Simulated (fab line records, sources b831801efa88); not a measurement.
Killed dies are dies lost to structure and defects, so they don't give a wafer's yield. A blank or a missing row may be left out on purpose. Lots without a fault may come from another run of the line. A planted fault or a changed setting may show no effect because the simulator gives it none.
Chamber matching | flow gf180mcu | GF_HV_LDD_ETCHBACK_58 on rie_diel-02: 4 sister chambers
The step etches Si3N4 in CH3F/O2, stops on SiO2, time 100 s, target depth 90 nm. 14 wafers are shown with their chamber, then 7 later ones without.

WAFERS WITH THEIR CHAMBER
wafer  | chamber | drypump_motor_current_A (A) | throttle_valve_pct (%) | chamber_pressure_mTorr (mTorr)
L162.1 | 3       | 5.1                         | 10.561                 | 25.017
L162.2 | 1       | 5.4                         | 10.541                 | 24.984
L162.6 | 3       | 5.0                         | 10.569                 | 24.972
L167.1 | 2       | 6.3                         | 10.564                 | 24.947
L167.3 | 3       | 5.0                         | 10.553                 | 25.009
L167.4 | 0       | 5.3                         | 10.561                 | 24.992
L168.1 | 2       | 6.3                         | 10.573                 | 25.005
L168.2 | 3       | 5.0                         | 10.572                 | 25.018
L168.3 | 0       | 5.3                         | 10.561                 | 24.989
L175.1 | 1       | 5.4                         | 10.560                 | 24.969
L175.3 | 2       | 6.3                         | 10.556                 | 25.000
L175.4 | 0       | 5.3                         | 10.559                 | 24.993
L177.2 | 0       | 5.2                         | 10.539                 | 25.003
L177.3 | 1       | 5.4                         | 10.567                 | 25.016

SIGNATURES (means of the wafers above)
reading                 | chamber 0 | chamber 1 | chamber 2 | chamber 3 | scatter within a chamber
drypump_motor_current_A | 5.275     | 5.400     | 6.300     | 5.025     | 0.0387
throttle_valve_pct      | 10.55500  | 10.55600  | 10.56433  | 10.56375  | 0.0103
chamber_pressure_mTorr  | 24.99425  | 24.98967  | 24.98400  | 25.00400  | 0.0218
Rule: a wafer's distance from a chamber is the root of the sum, over the readings, of the square of ((its reading less the chamber's mean) divided by the reading's scatter). The wafer belongs to the nearest chamber; if the next one is less than 2 further off, it can't be placed. The scatter: the root of (the sum of the squares of (reading less its chamber's mean) over the shown wafers, divided by (wafers less chambers)).

WAFERS WITHOUT THEIR CHAMBER
wafer  | drypump_motor_current_A (A) | throttle_valve_pct (%) | chamber_pressure_mTorr (mTorr)
L177.5 | 5.4                         | 10.566                 | 24.983
L178.2 | 5.3                         | 10.546                 | 25.020
L178.3 | 5.4                         | 10.569                 | 25.026
L178.5 | 6.3                         | 10.562                 | 25.009
L182.1 | 5.1                         | 10.571                 | 25.024
L182.4 | 6.3                         | 10.568                 | 24.998
L182.5 | 5.4                         | 10.552                 | 24.996

WHICH CHAMBER EACH WENT THROUGH
wafer  | from the rows above     | in truth
L177.5 | 1                       | 1
L178.2 | can't be placed: 0 or 1 | 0
L178.3 | can't be placed: 1 or 0 | 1
L178.5 | 2                       | 2
L182.1 | 3                       | 3
L182.4 | 2                       | 2
L182.5 | 1                       | 1
Placed correctly: 5 of 7. Can't be placed from these rows: 2 (the true chamber is among the candidates in 2). Placed wrongly: 0.
